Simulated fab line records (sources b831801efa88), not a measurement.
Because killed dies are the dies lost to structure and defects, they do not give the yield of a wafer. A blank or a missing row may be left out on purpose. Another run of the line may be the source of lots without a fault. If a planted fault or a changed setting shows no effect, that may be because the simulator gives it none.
fab line records | flow sky130
[record] lots = 6 | wafers = 18 | lastDay = 50
route steps=708 shown CAPM@554 METAL3@555 PAD_OPEN@708
lots that met no fault: from a run of the same line without faults
startH: the number of hours between the record's first day and the start of the first shown wafer of the lot | waitH: hours from the lot's prior step to this one | " as in the row above | L1.1+2: a row that stands for several wafers | - no value present, or no start provided | * or withheld: withheld | < > ~ a bound
route shown NAME@n: names a module that has steps shown in the file, with the first one's number in the route | usual: mean and standard deviation over wafers with no fault | same: alike in all rows | chamber/n: place in a boat | sites: readings site by site | _std_site: standard deviation of those values | _edge_site: mean of outer sites minus mean of inner sites | radiusMm: how far each site lies from the wafer's centre | mask NAME#n: copy n | behind: tool/chamber where the wafer was last shaped | hold: what put the lot on hold/how long, in hours/how the hold closed | device: transistor that didn't switch, given as n, p or np | end of line: tests of these same wafers at the route's end | a step with no rows: only its recipe | killed: not the wafer's yield, but the dies lost to structure and defects at the first sort | map: the dies of a wafer, with x for killed, . for not killed, _ for no die there
set.NAME: the run value of the setting; set.NAME@STEP: its run value at that earlier step | model.NAME: the simulator's own value behind a step, which no gauge read
lots at some steps of the route; a table a step, a row a wafer
services: the hour from which a tool's chamber was out of use, counted from the record's first day as startH (under 0 if before that day), plus the number of hours and why
[[steps]]
[step SKY_CAPM_CLEAN_17]
[recipe] chemistry = O3/DIW | dry = n2Spin
[step SKY_METAL3_DEHYDRATE_05]
[recipe] tempC = 200 | timeS = 60
[step SKY_METAL3_HMDS_06]
[recipe] primeTimeS = 60 | primeTempC = 120
[step SKY_METAL3_COAT_07]
[recipe] resist = BARC | tempC = withheld | timeS = withheld | spinRpm = 3000 | resistThkNm = 60
[step SKY_METAL3_COAT_08]
[recipe] resist = KrF-thick | spinRpm = 3000 | resistThkNm = 1140
[step SKY_METAL3_SOFTBAKE_09]
[recipe] tempC = 100 | timeS = 90 | resist = KrF-thick
[step SKY_METAL3_EXPOSE_10]
[recipe] maskId = MM3 | na = 0.68 | sourceShape = annular | sigmaInner = 0.4 | sigmaOuter = 0.8 | targetCdNm = 300 | doseMj = 28
[step SKY_METAL3_PEB_11]
[recipe] pebTempC = withheld | pebTimeS = withheld | resist = KrF-thick
[step SKY_METAL3_DEVELOP_12]
[recipe] developTimeS = 60 | resist = KrF-thick | devTempC = 21
[step SKY_METAL3_CD_MEAS_13]
[recipe] targetCdNm = 300
[usual] cdNm = 299.7/1.4
lot.wafer | tool     | chamber | startH  | waitH | cdNm
L616.1    | cdSem-01 | -       | 946.50  | -     | 300.2
L616.3    | "        | -       | "       | "     | 300.9
L616.4    | "        | -       | "       | "     | 300.2
L621.4    | cdSem-01 | -       | 985.73  | -     | 299.4
L621.5    | "        | -       | "       | "     | 299.6
L621.6    | "        | -       | "       | "     | 299.4
L622.2    | cdSem-02 | -       | 992.75  | -     | 299.7
L622.3    | "        | -       | "       | "     | 301.1
L622.5    | "        | -       | "       | "     | 299.7
L623.1    | cdSem-01 | -       | 999.08  | -     | 299.5
L623.2    | "        | -       | "       | "     | 298.7
L623.4    | "        | -       | "       | "     | 297.9
L630.1    | cdSem-01 | -       | 1034.10 | -     | 299.9
L630.4    | "        | -       | "       | "     | 299.7
L630.6    | "        | -       | "       | "     | 299.0
L632.2    | cdSem-02 | -       | 1052.12 | -     | 300.6
L632.5    | "        | -       | "       | "     | 301.7
L632.6    | "        | -       | "       | "     | 301.4
[step SKY_METAL3_OVL_MEAS_14]
[usual] METAL3_OVL = -1/4.3
lot.wafer | tool       | chamber | startH  | waitH | METAL3_OVL[nm]
L616.1    | overlay-01 | -       | 946.62  | 0.1   | 4
L616.3    | "          | -       | "       | "     | 0
L616.4    | "          | -       | "       | "     | 3
L621.4    | overlay-02 | -       | 985.80  | 0.1   | 3
L621.5    | "          | -       | "       | "     | 0
L621.6    | "          | -       | "       | "     | -1
L622.2    | overlay-02 | -       | 992.86  | 0.1   | 5
L622.3    | "          | -       | "       | "     | 0
L622.5    | "          | -       | "       | "     | 1
L623.1    | overlay-02 | -       | 999.20  | 0.1   | 0
L623.2    | "          | -       | "       | "     | -3
L623.4    | "          | -       | "       | "     | -1
L630.1    | overlay-02 | -       | 1034.22 | 0.1   | 1
L630.4    | "          | -       | "       | "     | -1
L630.6    | "          | -       | "       | "     | -7
L632.2    | overlay-01 | -       | 1052.23 | 0.1   | 6
L632.5    | "          | -       | "       | "     | -8
L632.6    | "          | -       | "       | "     | 2
[step SKY_METAL3_DESCUM_15]
[recipe] chemistry = O2 | sourcePowerW = 150 | biasPowerW = 0 | pressureMtorr = 10 | tempC = 40 | timeS = 8
[usual] drypumpMotorCurrentA = 6.1/0.44 | oesProductAu = 1.001/0.012
lot.wafer | tool        | chamber | startH  | waitH | drypumpMotorCurrentA | oesProductAu | rfHoursCounterH
L616.1    | rieMetal-04 | 0       | 946.66  | 0.0   | 6.4                  | 1.001        | 6
L616.3    | "           | 0       | "       | "     | 6.4                  | 0.992        | -
L616.4    | "           | 0       | "       | "     | 6.4                  | 1.003        | -
L621.4    | rieMetal-01 | 0       | 985.83  | 0.0   | 5.7                  | 1.006        | -
L621.5    | "           | 1       | "       | "     | 6.2                  | 1.010        | -
L621.6    | "           | 0       | "       | "     | 5.7                  | 0.991        | -
L622.2    | rieMetal-03 | 1       | 992.89  | 0.0   | 6.3                  | 0.991        | 15
L622.3    | "           | 0       | "       | "     | 6.4                  | 1.006        | -
L622.5    | "           | 0       | "       | "     | 6.4                  | 1.008        | -
L623.1    | rieMetal-04 | 1       | 999.24  | 0.0   | 5.2                  | 0.978        | 4
L623.2    | "           | 0       | "       | "     | 6.4                  | 1.016        | 9
L623.4    | "           | 0       | "       | "     | 6.4                  | 0.999        | -
L630.1    | rieMetal-03 | 1       | 1034.26 | 0.0   | 6.3                  | 0.988        | 16
L630.4    | "           | 0       | "       | "     | 6.4                  | 1.009        | -
L630.6    | "           | 0       | "       | "     | 6.4                  | 1.013        | -
L632.2    | rieMetal-03 | 0       | 1052.26 | 0.0   | 6.4                  | 1.005        | 14
L632.5    | "           | 1       | "       | "     | 6.3                  | 0.990        | -
L632.6    | "           | 0       | "       | "     | 6.4                  | 1.006        | -
[step SKY_METAL3_ETCH_16]
[recipe] chemistry = N2/H2 | target = BARC | ionEnergyEv = 200 | biasW = 100 | pressureMtorr = 30 | n2FlowSccm = 100 | h2FlowSccm = 200 | icpW = 500 | stopOn = SiO2 | timeS = 88.2 | targetDepthA = 600
[usual] biasW = 100.0/0.3 | chamberPressureMTorr = 29.999/0.029 | drypumpMotorCurrentA = 6.1/0.43 | oesProductAu = 0.627/0.0042 | throttleValvePct = 13.205/0.0096
lot.wafer | tool        | chamber | startH  | waitH | biasW | chamberPressureMTorr | drypumpMotorCurrentA | oesProductAu | rfHoursCounterH | throttleValvePct | model.KrF-thick_of_METAL3_COAT_08.thkNm
L616.1    | rieMetal-04 | 0       | 946.72  | 0.1   | 100.6 | 30.019               | 6.4                  | 0.627        | 6               | 13.211           | 1073
L616.3    | "           | 0       | "       | "     | 100.9 | 30.010               | 6.4                  | 0.624        | -               | 13.205           | 1076
L616.4    | "           | 0       | "       | "     | 100.3 | 30.000               | 6.4                  | 0.629        | -               | 13.213           | 1075
L621.4    | rieMetal-01 | 0       | 985.89  | 0.0   | -     | -                    | -                    | -            | -               | -                | 1128
L621.5    | "           | 1       | "       | "     | -     | -                    | -                    | -            | -               | -                | 1124
L621.6    | "           | 0       | "       | "     | -     | -                    | -                    | -            | -               | -                | 1128
L622.2    | rieMetal-03 | 1       | 992.92  | 0.0   | -     | -                    | -                    | -            | -               | -                | 1127
L622.3    | "           | 0       | "       | "     | -     | -                    | -                    | -            | -               | -                | 1131
L622.5    | "           | 0       | "       | "     | -     | -                    | -                    | -            | -               | -                | 1129
L623.1    | rieMetal-04 | 1       | 999.27  | 0.0   | 100.1 | 29.982               | 5.2                  | 0.625        | 4               | 13.183           | 1080
L623.2    | "           | 0       | "       | "     | 99.6  | 30.010               | 6.4                  | 0.635        | 9               | 13.195           | 1080
L623.4    | "           | 0       | "       | "     | 100.0 | 29.955               | 6.4                  | 0.634        | -               | 13.193           | 1077
L630.1    | rieMetal-03 | 1       | 1034.29 | 0.0   | 99.9  | 29.975               | 6.3                  | 0.625        | 16              | 13.201           | 1082
L630.4    | "           | 0       | "       | "     | 100.2 | 30.003               | 6.4                  | 0.633        | -               | 13.191           | 1076
L630.6    | "           | 0       | "       | "     | 100.4 | 30.024               | 6.4                  | 0.629        | -               | 13.203           | 1078
L632.2    | rieMetal-03 | 0       | 1052.29 | 0.0   | 99.9  | 29.992               | 6.4                  | 0.623        | 14              | 13.215           | 1074
L632.5    | "           | 1       | "       | "     | 99.8  | 30.030               | 6.3                  | 0.626        | -               | 13.215           | 1079
L632.6    | "           | 0       | "       | "     | 100.4 | 30.004               | 6.4                  | 0.626        | -               | 13.204           | 1076
[step SKY_METAL3_ETCH_17]
[recipe] target = SiO2 | stopOn = TiN | chemistry = C4F8/O2/Ar | sourceW = 1500 | biasW = 1200 | pressureMtorr = 40 | c4f8FlowSccm = withheld | O2_flow_sccm = 6 | Ar_flow_sccm = 300 | timeS = 3.9 | targetDepthA = 150
[usual] biasW = 1200/3.6 | chamberPressureMTorr = 39.99/0.032 | oesProductAu = 0.755/0.0071
lot.wafer | tool       | chamber | startH  | waitH | biasW | chamberPressureMTorr | oesProductAu | rfHoursCounterH
L616.1    | rieDiel-02 | 0       | 946.92  | 0.2   | 1195  | 40.00                | 0.760        | 7
L616.3    | "          | 1       | "       | "     | 1193  | 39.94                | 0.748        | 13
L616.4    | "          | 2       | "       | "     | 1203  | 39.95                | 0.751        | 11
L621.4    | rieDiel-01 | 3       | 985.95  | 0.0   | 1195  | 40.02                | 0.369        | 15
L621.5    | "          | 1       | "       | "     | 1202  | 40.00                | 0.371        | -
L621.6    | "          | 2       | "       | "     | 1197  | 39.98                | 0.377        | -
L622.2    | rieDiel-01 | 2       | 993.02  | 0.1   | 1197  | 39.99                | 0.373        | 8
L622.3    | "          | 0       | "       | "     | 1203  | 39.99                | 0.372        | 4
L622.5    | "          | 2       | "       | "     | 1202  | 39.99                | 0.370        | -
L623.1    | rieDiel-01 | 1       | 999.37  | 0.1   | 1203  | 39.98                | 0.746        | 20
L623.2    | "          | 2       | "       | "     | 1200  | 40.01                | 0.746        | 8
L623.4    | "          | 3       | "       | "     | 1201  | 39.94                | 0.757        | 16
L630.1    | rieDiel-01 | 2       | 1034.39 | 0.1   | 1202  | 40.00                | 0.751        | 9
L630.4    | "          | 3       | "       | "     | 1198  | 39.98                | 0.755        | 16
L630.6    | "          | 1       | "       | "     | 1206  | 39.99                | 0.757        | -
L632.2    | rieDiel-02 | 1       | 1052.39 | 0.1   | 1198  | 39.99                | 0.751        | 15
L632.5    | "          | 1       | "       | "     | 1199  | 40.00                | 0.755        | -
L632.6    | "          | 0       | "       | "     | 1202  | 39.99                | 0.756        | -
[step SKY_METAL3_METAL_ETCH_18]
[recipe] targetDepthA = 8450 | stopOn = SiO2 | overEtchFrac = 0.3 | timeS = 183.1 | chemistry = Cl2/BCl3 | resistSidewallDeg = 88 | pressureMtorr = 10 | icpW = 900 | biasW = 48.5 | Cl2_flow_sccm = 60 | bcl3FlowSccm = 30
[usual] bcl3FlowSccm = 30.00/0.093 | biasW = 48.50/0.14 | drypumpMotorCurrentA = 6.0/0.43 | oesProductAu = 0.868/0.0072 | throttleValvePct = 22.264/0.0086
lot.wafer | tool        | chamber | startH  | waitH | bcl3FlowSccm | biasW | drypumpMotorCurrentA | oesProductAu | rfHoursCounterH | throttleValvePct | model.KrF-thick_of_METAL3_COAT_08.thkNm
L616.1    | rieMetal-01 | 1       | 946.94  | 0.0   | 30.16        | 48.40 | 6.2                  | 0.867        | 3               | 22.264           | 517.7
L616.3    | "           | 0       | "       | "     | 29.99        | 48.36 | 5.7                  | 0.861        | -               | 22.273           | 515.6
L616.4    | "           | 1       | "       | "     | 29.94        | 48.48 | 6.2                  | 0.860        | -               | 22.271           | 520.2
L621.4    | rieMetal-04 | 0       | 986.03  | 0.1   | 29.81        | 48.28 | 6.4                  | 0.372        | -               | 22.271           | 571.7
L621.5    | "           | 0       | "       | "     | 29.87        | 48.32 | 6.4                  | 0.375        | -               | 22.259           | 572.2
L621.6    | "           | 1       | "       | "     | 29.91        | 48.40 | 5.2                  | 0.372        | -               | 22.262           | 595.7
L622.2    | rieMetal-01 | 0       | 993.04  | 0.0   | 30.05        | 48.17 | 5.7                  | 0.378        | 13              | 22.278           | 569.5
L622.3    | "           | 0       | "       | "     | 29.96        | 48.39 | 5.7                  | 0.371        | -               | 22.266           | 571.1
L622.5    | "           | 0       | "       | "     | 30.01        | 48.32 | 5.7                  | 0.375        | -               | 22.271           | 570.9
L623.1    | rieMetal-03 | 0       | 999.39  | 0.0   | 29.99        | 48.37 | 6.4                  | 0.857        | 12              | 22.271           | 525.1
L623.2    | "           | 1       | "       | "     | 30.16        | 48.60 | 6.2                  | 0.881        | 16              | 22.255           | 534.6
L623.4    | "           | 0       | "       | "     | 30.05        | 48.57 | 6.4                  | 0.873        | -               | 22.259           | 519.7
L630.1    | rieMetal-04 | 1       | 1034.41 | 0.0   | 29.90        | 48.50 | 5.2                  | 0.873        | 6               | 22.260           | 552.8
L630.4    | "           | 0       | "       | "     | 30.03        | 48.42 | 6.4                  | 0.879        | -               | 22.263           | 524.4
L630.6    | "           | 0       | "       | "     | 29.74        | 48.46 | 6.4                  | 0.869        | -               | 22.253           | 526.2
L632.2    | rieMetal-04 | 0       | 1052.41 | 0.0   | 30.05        | 48.35 | 6.4                  | 0.866        | 12              | 22.263           | 521.4
L632.5    | "           | 0       | "       | "     | 29.95        | 48.55 | 6.4                  | 0.865        | -               | 22.267           | 527.7
L632.6    | "           | 1       | "       | "     | 29.94        | 48.36 | 5.2                  | 0.868        | -               | 22.279           | 539.3
[step SKY_METAL3_STRIP_19]
[recipe] chemistry = O2/N2 | powerW = 1400 | pressureMtorr = 1500 | platenTempC = withheld | o2FlowSccm = 3000 | n2FlowSccm = 300 | overashFraction = 0.5
[usual] drypumpMotorCurrentA = 5.6/0.34 | oesProductAu = 0.502/0.006 | stripTimeToEndpointS = 6.54/0.099
lot.wafer | tool           | chamber | startH  | waitH | drypumpMotorCurrentA | oesProductAu | rfHoursCounterH | stripTimeToEndpointS
L616.1    | plasmaAsher-02 | 1       | 947.11  | 0.1   | 5.8                  | 0.501        | 112             | 6.44
L616.3    | "              | 0       | "       | "     | 6.1                  | 0.499        | -               | 6.43
L616.4    | "              | 1       | "       | "     | 5.8                  | 0.508        | -               | 6.46
L621.4    | plasmaAsher-03 | 0       | 986.18  | 0.1   | 5.2                  | 0.522        | -               | 6.98
L621.5    | "              | 1       | "       | "     | 5.3                  | 0.525        | -               | 6.98
L621.6    | "              | 0       | "       | "     | 5.2                  | 0.523        | -               | 7.21
L622.2    | plasmaAsher-04 | 1       | 993.21  | 0.1   | 5.3                  | 0.513        | 86              | 6.94
L622.3    | "              | 0       | "       | "     | 5.5                  | 0.518        | -               | 6.97
L622.5    | "              | 1       | "       | "     | 5.3                  | 0.516        | -               | 6.98
L623.1    | plasmaAsher-03 | 1       | 999.56  | 0.1   | 5.2                  | 0.503        | 56              | 6.51
L623.2    | "              | 0       | "       | "     | 5.2                  | 0.512        | 56              | 6.60
L623.4    | "              | 0       | "       | "     | 5.2                  | 0.499        | -               | 6.46
L630.1    | plasmaAsher-03 | 1       | 1034.58 | 0.1   | 5.3                  | 0.515        | 59              | 6.80
L630.4    | "              | 0       | "       | "     | 5.2                  | 0.502        | -               | 6.51
L630.6    | "              | 0       | "       | "     | 5.2                  | 0.494        | -               | 6.52
L632.2    | plasmaAsher-03 | 1       | 1052.58 | 0.1   | 5.3                  | 0.498        | 61              | 6.48
L632.5    | "              | 1       | "       | "     | 5.3                  | 0.493        | -               | 6.55
L632.6    | "              | 0       | "       | "     | 5.2                  | 0.507        | -               | 6.66
[step SKY_METAL3_STRIP_20]
[recipe] chemistry = postEtchResidueRemover | timeS = 1200 | tempC = 72.5
[step SKY_PAD_OPEN_PROBE_99]
[usual] defectLimitedYield = 82.5/1.9 | killed_at_M0_to_M3 = 43/7.2 | killed_at_M4_up = 3.1/1.8 | killedAtContacts = 24/5.4 | killedAtFrontEnd = 15/4.4 | killedAtOther = 0.4/0.56 | killedDies = 86/9.3 | killedOnRim = 17/3.6 | killedOpen = 47/6.9 | killedShort = 39/6.6 | sort_bin_3_pad_short = 0.9/0.43 | sort_bin_5_function = 10.4/1.5 | sort_bin_6_memory = 6.2/1.1 | sortNPass = 406/9.3 | sortYieldPct = 82.5/1.9
[same] grossDies = 492 | killedAtBackSide = 0 | sort_bin_4_leakage[%] = 0 | sort_bin_8_speed[%] = 0
lot.wafer | tool      | chamber | startH  | waitH | defectLimitedYield[%] | killed_at_M0_to_M3 | killed_at_M4_up | killedAtContacts | killedAtFrontEnd | killedAtOther | killedDies | killedOnRim | killedOpen | killedShort | sort_bin_3_pad_short[%] | sort_bin_5_function[%] | sort_bin_6_memory[%] | sortNPass | sortYieldPct[%]
L616.1    | prober-01 | -       | 1118.06 | 0.1   | 83.3                  | 38                 | 1               | 32               | 11               | 0             | 82         | 17          | 42         | 40          | 1.2                     | 8.1                    | 7.3                  | 410       | 83.3
L616.3    | prober-01 | -       | 1118.16 | 0.2   | 83.9                  | 33                 | 4               | 23               | 19               | 0             | 79         | 16          | 45         | 34          | 1.6                     | 8.9                    | 5.5                  | 413       | 83.9
L616.4    | prober-01 | -       | 1118.21 | 0.2   | 79.7                  | 58                 | 3               | 22               | 17               | 0             | 100        | 21          | 51         | 49          | 1.2                     | 11.6                   | 7.5                  | 392       | 79.7
L621.4    | prober-02 | -       | 1143.91 | 0.2   | 0                     | 449                | 5               | 25               | 13               | 0             | 492        | 96          | 52         | 31          | 1.0                     | 93.3                   | 5.7                  | 0         | 0
L621.5    | prober-02 | -       | 1143.96 | 0.2   | 0                     | 428                | 3               | 32               | 29               | 0             | 492        | 96          | 57         | 57          | 0.2                     | 92.1                   | 7.7                  | 0         | 0
L621.6    | prober-02 | -       | 1144.01 | 0.2   | 0                     | 461                | 2               | 16               | 13               | 0             | 492        | 96          | 53         | 32          | 1.0                     | 93.7                   | 5.3                  | 0         | 0
L622.2    | prober-01 | -       | 1152.32 | 0.1   | 0                     | 450                | 3               | 19               | 19               | 1             | 492        | 96          | 44         | 44          | 1.2                     | 91.9                   | 6.9                  | 0         | 0
L622.3    | prober-01 | -       | 1152.37 | 0.2   | 0                     | 458                | 0               | 18               | 16               | 0             | 492        | 96          | 43         | 42          | 1.2                     | 93.1                   | 5.7                  | 0         | 0
L622.5    | prober-01 | -       | 1152.47 | 0.2   | 0                     | 445                | 4               | 26               | 16               | 1             | 492        | 96          | 36         | 44          | 0.6                     | 94.1                   | 5.3                  | 0         | 0
L623.1    | prober-02 | -       | 1158.55 | 0.1   | 84.3                  | 33                 | 4               | 26               | 12               | 2             | 77         | 21          | 45         | 31          | 1.0                     | 8.9                    | 5.7                  | 415       | 84.3
L623.2    | prober-02 | -       | 1158.60 | 0.1   | 80.1                  | 39                 | 1               | 34               | 24               | 0             | 98         | 20          | 59         | 39          | 1.0                     | 11.4                   | 7.5                  | 394       | 80.1
L623.4    | prober-02 | -       | 1158.70 | 0.2   | 80.7                  | 42                 | 1               | 33               | 19               | 0             | 95         | 16          | 55         | 40          | 0.8                     | 11.0                   | 7.5                  | 397       | 80.7
L630.1    | prober-01 | -       | 1184.60 | 0.1   | 85.0                  | 41                 | 3               | 20               | 10               | 0             | 74         | 16          | 36         | 38          | 1.0                     | 7.5                    | 6.5                  | 418       | 85.0
L630.4    | prober-01 | -       | 1184.75 | 0.2   | 83.3                  | 46                 | 2               | 21               | 12               | 1             | 82         | 17          | 48         | 34          | 0.4                     | 10.0                   | 6.3                  | 410       | 83.3
L630.6    | prober-01 | -       | 1184.85 | 0.2   | 83.3                  | 36                 | 3               | 28               | 14               | 1             | 82         | 19          | 52         | 30          | 0.4                     | 9.1                    | 7.1                  | 410       | 83.3
L632.2    | prober-01 | -       | 1196.75 | 0.1   | 85.0                  | 35                 | 5               | 14               | 18               | 2             | 74         | 9           | 44         | 28          | 0.6                     | 8.7                    | 5.7                  | 418       | 85.0
L632.5    | prober-01 | -       | 1196.90 | 0.2   | 83.9                  | 44                 | 6               | 16               | 12               | 1             | 79         | 14          | 37         | 40          | 1.6                     | 8.7                    | 5.7                  | 413       | 83.9
L632.6    | prober-01 | -       | 1196.95 | 0.2   | 84.1                  | 36                 | 2               | 29               | 10               | 1             | 78         | 17          | 43         | 34          | 0.6                     | 9.1                    | 6.1                  | 414       | 84.1
// killed by level:class
L616.1 LI_CONTACT:geometricParticle:open=11 VIA3:geometricParticle:open=9 CONTACT:geometricParticle:open=8 LOCAL_INTERCONNECT:geometricParticle:short=6 CONTACT:geometricParticle:short=6 METAL1:geometricParticle:short=6 METAL2:geometricParticle:short=5 VIA2:geometricParticle:open=5
L616.3 LI_CONTACT:geometricParticle:open=7 CONTACT:geometricParticle:open=7 FIELD_ISO:geometricParticle:open=6 VIA3:geometricParticle:open=6 VIA2:geometricParticle:open=6 POLY_GATE:geometricParticle:open=5 VIA1:geometricParticle:short=5 VIA1:geometricParticle:open=4
L616.4 VIA1:geometricParticle:open=13 VIA2:geometricParticle:open=9 VIA1:geometricParticle:short=8 CONTACT:geometricParticle:short=7 METAL1:geometricParticle:short=7 LI_CONTACT:geometricParticle:open=6 VIA3:geometricParticle:open=6 POLY_GATE:geometricParticle:open=5
L621.4 METAL3:areaEtch=409 VIA2:geometricParticle:open=12 VIA1:geometricParticle:open=12 CONTACT:geometricParticle:open=10 LI_CONTACT:geometricParticle:open=5 LOCAL_INTERCONNECT:geometricParticle:short=5 CONTACT:geometricParticle:short=5 METAL2:geometricParticle:short=5
L621.5 METAL3:areaEtch=378 CONTACT:geometricParticle:open=13 FIELD_ISO:geometricParticle:short=10 METAL2:geometricParticle:short=10 LI_CONTACT:geometricParticle:open=9 FIELD_ISO:geometricParticle:open=8 VIA1:geometricParticle:short=8 VIA1:geometricParticle:open=7
L621.6 METAL3:areaEtch=407 VIA1:geometricParticle:open=18 VIA3:geometricParticle:open=8 LI_CONTACT:geometricParticle:open=7 METAL2:geometricParticle:short=7 FIELD_ISO:geometricParticle:open=6 VIA2:geometricParticle:open=5 CONTACT:geometricParticle:open=4
L622.2 METAL3:areaEtch=403 VIA1:geometricParticle:open=11 VIA3:geometricParticle:open=8 METAL1:geometricParticle:short=7 LI_CONTACT:geometricParticle:open=7 FIELD_ISO:geometricParticle:short=5 POLY_GATE:geometricParticle:open=5 METAL2:geometricParticle:short=5
L622.3 METAL3:areaEtch=407 VIA1:geometricParticle:open=14 VIA2:geometricParticle:open=9 METAL2:geometricParticle:short=8 LI_CONTACT:geometricParticle:short=6 CONTACT:geometricParticle:open=6 POLY_GATE:geometricParticle:short=5 VIA3:geometricParticle:open=5
L622.5 METAL3:areaEtch=411 LI_CONTACT:geometricParticle:open=9 VIA1:geometricParticle:open=8 FIELD_ISO:geometricParticle:short=7 LOCAL_INTERCONNECT:geometricParticle:short=7 CONTACT:geometricParticle:short=6 METAL1:geometricParticle:short=5 VIA2:geometricParticle:open=5
L623.1 VIA2:geometricParticle:open=11 CONTACT:geometricParticle:open=8 VIA1:geometricParticle:open=7 CONTACT:geometricParticle:short=6 LI_CONTACT:geometricParticle:open=5 FIELD_ISO:geometricParticle:short=4 POLY_GATE:geometricParticle:open=4 VIA3:geometricParticle:open=4
L623.2 VIA1:geometricParticle:open=11 CONTACT:geometricParticle:open=10 LI_CONTACT:geometricParticle:open=9 FIELD_ISO:geometricParticle:open=6 POLY_GATE:geometricParticle:open=6 CONTACT:geometricParticle:short=6 VIA2:geometricParticle:open=6 POLY_GATE:geometricParticle:short=5
L623.4 LI_CONTACT:geometricParticle:open=9 CONTACT:geometricParticle:open=9 VIA2:geometricParticle:open=9 VIA1:geometricParticle:open=8 VIA2:geometricParticle:short=7 FIELD_ISO:geometricParticle:open=6 CONTACT:geometricParticle:short=6 METAL1:geometricParticle:short=6
L630.1 VIA1:geometricParticle:open=10 LI_CONTACT:geometricParticle:open=6 VIA3:geometricParticle:open=6 CONTACT:geometricParticle:open=5 METAL1:geometricParticle:short=5 METAL2:geometricParticle:short=5 FIELD_ISO:geometricParticle:short=4 CONTACT:geometricParticle:short=4
L630.4 VIA1:geometricParticle:open=8 VIA2:geometricParticle:open=8 VIA3:geometricParticle:open=6 CONTACT:geometricParticle:open=6 METAL2:geometricParticle:short=6 VIA2:geometricParticle:short=6 LOCAL_INTERCONNECT:geometricParticle:short=5 LI_CONTACT:geometricParticle:open=5
L630.6 VIA1:geometricParticle:open=11 LI_CONTACT:geometricParticle:open=10 CONTACT:geometricParticle:open=9 METAL2:geometricParticle:short=6 POLY_GATE:geometricParticle:open=4 LI_CONTACT:geometricParticle:short=4 FIELD_ISO:geometricParticle:open=3 LOCAL_INTERCONNECT:geometricParticle:short=3
L632.2 VIA1:geometricParticle:open=9 LI_CONTACT:geometricParticle:open=8 POLY_GATE:geometricParticle:open=6 VIA2:geometricParticle:open=5 VIA1:geometricParticle:short=4 VIA3:geometricParticle:open=4 FIELD_ISO:geometricParticle:short=3 METAL1:geometricParticle:short=3
L632.5 VIA3:geometricParticle:open=7 VIA2:geometricParticle:open=7 VIA1:geometricParticle:open=6 LI_CONTACT:geometricParticle:open=5 VIA2:geometricParticle:short=5 FIELD_ISO:geometricParticle:open=4 LOCAL_INTERCONNECT:geometricParticle:short=4 METAL1:geometricParticle:short=4
L632.6 CONTACT:geometricParticle:open=10 VIA3:geometricParticle:open=10 VIA1:geometricParticle:open=9 LI_CONTACT:geometricParticle:open=7 CONTACT:geometricParticle:short=6 POLY_GATE:geometricParticle:open=4 FIELD_ISO:geometricParticle:short=3 LI_CONTACT:geometricParticle:short=3
// map L621.4 (x killed, . not)
__________xxxxxxxxxx_________
________xxxxxxxxxxxxxx_______
______xxxxxxxxxxxxxxxxxx_____
_____xxxxxxxxxxxxxxxxxxxx____
____xxxxxxxxxxxxxxxxxxxxxx___
___xxxxxxxxxxxxxxxxxxxxxxxx__
__xxxxxxxxxxxxxxxxxxxxxxxxxx_
_xxxxxxxxxxxxxxxxxxxxxxxxxxxx
_xxxxxxxxxxxxxxxxxxxxxxxxxxxx
_xxxxxxxxxxxxxxxxxxxxxxxxxxxx
_xxxxxxxxxxxxxxxxxxxxxxxxxxxx
_xxxxxxxxxxxxxxxxxxxxxxxxxxxx
_xxxxxxxxxxxxxxxxxxxxxxxxxxxx
_xxxxxxxxxxxxxxxxxxxxxxxxxxxx
_xxxxxxxxxxxxxxxxxxxxxxxxxxxx
__xxxxxxxxxxxxxxxxxxxxxxxxxx_
___xxxxxxxxxxxxxxxxxxxxxxxx__
____xxxxxxxxxxxxxxxxxxxxxx___
_____xxxxxxxxxxxxxxxxxxxx____
______xxxxxxxxxxxxxxxxxx_____
________xxxxxxxxxxxxxx_______
__________xxxxxxxxxx_________
// map L622.2 (x killed, . not)
__________xxxxxxxxxx_________
________xxxxxxxxxxxxxx_______
______xxxxxxxxxxxxxxxxxx_____
_____xxxxxxxxxxxxxxxxxxxx____
____xxxxxxxxxxxxxxxxxxxxxx___
___xxxxxxxxxxxxxxxxxxxxxxxx__
__xxxxxxxxxxxxxxxxxxxxxxxxxx_
_xxxxxxxxxxxxxxxxxxxxxxxxxxxx
_xxxxxxxxxxxxxxxxxxxxxxxxxxxx
_xxxxxxxxxxxxxxxxxxxxxxxxxxxx
_xxxxxxxxxxxxxxxxxxxxxxxxxxxx
_xxxxxxxxxxxxxxxxxxxxxxxxxxxx
_xxxxxxxxxxxxxxxxxxxxxxxxxxxx
_xxxxxxxxxxxxxxxxxxxxxxxxxxxx
_xxxxxxxxxxxxxxxxxxxxxxxxxxxx
__xxxxxxxxxxxxxxxxxxxxxxxxxx_
___xxxxxxxxxxxxxxxxxxxxxxxx__
____xxxxxxxxxxxxxxxxxxxxxx___
_____xxxxxxxxxxxxxxxxxxxx____
______xxxxxxxxxxxxxxxxxx_____
________xxxxxxxxxxxxxx_______
__________xxxxxxxxxx_________
[[services]]
tool           | chamber | startH  | hours | kind
rieMetal-04    | 1       | 932.46  | 22.2  | repair
rieMetal-03    | -       | 947.44  | 2.8   | pm
plasmaAsher-02 | -       | 949.01  | 1.6   | repair
rieDiel-02     | 2       | 962.28  | 14.0  | repair
plasmaAsher-03 | -       | 988.74  | 5.0   | repair
rieMetal-03    | -       | 1005.45 | 28.1  | pm
rieMetal-04    | -       | 1007.60 | 1.9   | repair
rieDiel-02     | 1       | 1015.69 | 13.7  | repair
[[key]]
[firstSign] step = SKY_METAL3_ETCH_16 | reading = toolRecord | direction = missing
[effect] step = SKY_METAL3_ETCH_17 | reading = oesProductAu | direction = down | sigmas = 54 | usual = 0.755 | struck = 0.372
[effect] step = SKY_METAL3_METAL_ETCH_18 | reading = oesProductAu | direction = down | sigmas = 69 | usual = 0.868 | struck = 0.374
[effect] step = SKY_METAL3_STRIP_19 | reading = stripTimeToEndpointS | direction = up | sigmas = 4.8 | usual = * | struck = *
[effect] step = SKY_PAD_OPEN_PROBE_99 | reading = sort_bin_5_function | direction = up | sigmas = 57 | usual = 10.4 | struck = 93.0
[modelEffect] step = SKY_METAL3_ETCH_16 | value = KrF-thick_of_METAL3_COAT_08.thkNm | without = 1078 | struck = 1128
[modelEffect] step = SKY_METAL3_METAL_ETCH_18 | value = KrF-thick_of_METAL3_COAT_08.thkNm | without = 524.8 | struck = 575.2
[moreKillsBornAt] SKY_METAL3_ETCH_16@rieMetal-03 = 1219 | SKY_METAL3_ETCH_16@rieMetal-01 = 1191
metAt SKY_METAL3_ETCH_16
struckWafers L621.4,L621.5,L621.6,L622.2,L622.3,L622.5
laterRowsLeftOut L621.4,L621.5,L621.6,L622.2,L622.3,L622.5
[fault] kind = skippedStepWhole | tool = rieMetal-01,rieMetal-03 | chamber = - | onsetH = 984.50 | steps = SKY_METAL3_ETCH_16 | scope = struckLotsOnly
// laterRowsLeftOut: the simulator's readings of these wafers behind a module that went badly wrong aren't trusted and aren't shown, but for the sort
